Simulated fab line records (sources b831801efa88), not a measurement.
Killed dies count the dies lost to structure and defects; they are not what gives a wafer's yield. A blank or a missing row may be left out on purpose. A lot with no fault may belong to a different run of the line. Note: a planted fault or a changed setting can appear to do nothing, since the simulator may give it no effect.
The tool behind it: which one? -- flow gf180mcu -- Sampling: 7 lots, 21 wafers, 2 of 602 route steps

== WHAT EACH GAUGE READ, for each wafer ==
GF_M3_OVL_MEAS_15.
lot,measured,on,M3_OVL (nm)
L575,day 22 02:50,overlay-01,-4 4 0
L578,day 23 11:20,overlay-02,1 0 -1
L580,day 24 03:07,overlay-02,6 2 0
L582,day 24 23:50,overlay-02,11 10 4
L585,day 25 18:16,overlay-02,-1 2 -5
L589,day 27 01:33,overlay-02,-8 -5 -10
L593,day 28 12:28,overlay-02,1 -6 0

== WHICH TOOL RAN EACH LOT (tool, then ch and the chambers of the sampled wafers, then the start) ==
lot,GF_V2_SPUTTER_22
L575,"pvd_sputter-04, day 21 01:46"
L578,"pvd_sputter-03, day 22 11:11"
L580,"pvd_sputter-01, day 23 03:37"
L582,"pvd_sputter-04, day 24 01:04"
L585,"pvd_sputter-01, day 24 20:22"
L589,"pvd_sputter-04, day 26 04:17"
L593,"pvd_sputter-04, day 27 16:07"
- GF_V2_SPUTTER_22: material TiN, target thk 10 nm, time 40 s.

== THE ANSWER, worked out from the rows above alone ==
Rule: usual is defined by the lots themselves. The widest of any qualifying gaps counts: lots, ordered by their means at a reading, are off when they make up no more than a third of the lots, leave a main group of 4 or more, and stand apart from it by 3 or more times the standard deviation of that group's means. The tables above print the reading to a certain number of digits; a main group whose means all agree to those digits is not used. Also off: a lot with no number at a reading for which 4 or more lots have one. Where the step has rows for the other lots, those lots are counted as sound.
Across all readings shown, no lot is off: no conclusion can be drawn from this.

== WHAT WAS PUT IN BY THE SIMULATOR ==
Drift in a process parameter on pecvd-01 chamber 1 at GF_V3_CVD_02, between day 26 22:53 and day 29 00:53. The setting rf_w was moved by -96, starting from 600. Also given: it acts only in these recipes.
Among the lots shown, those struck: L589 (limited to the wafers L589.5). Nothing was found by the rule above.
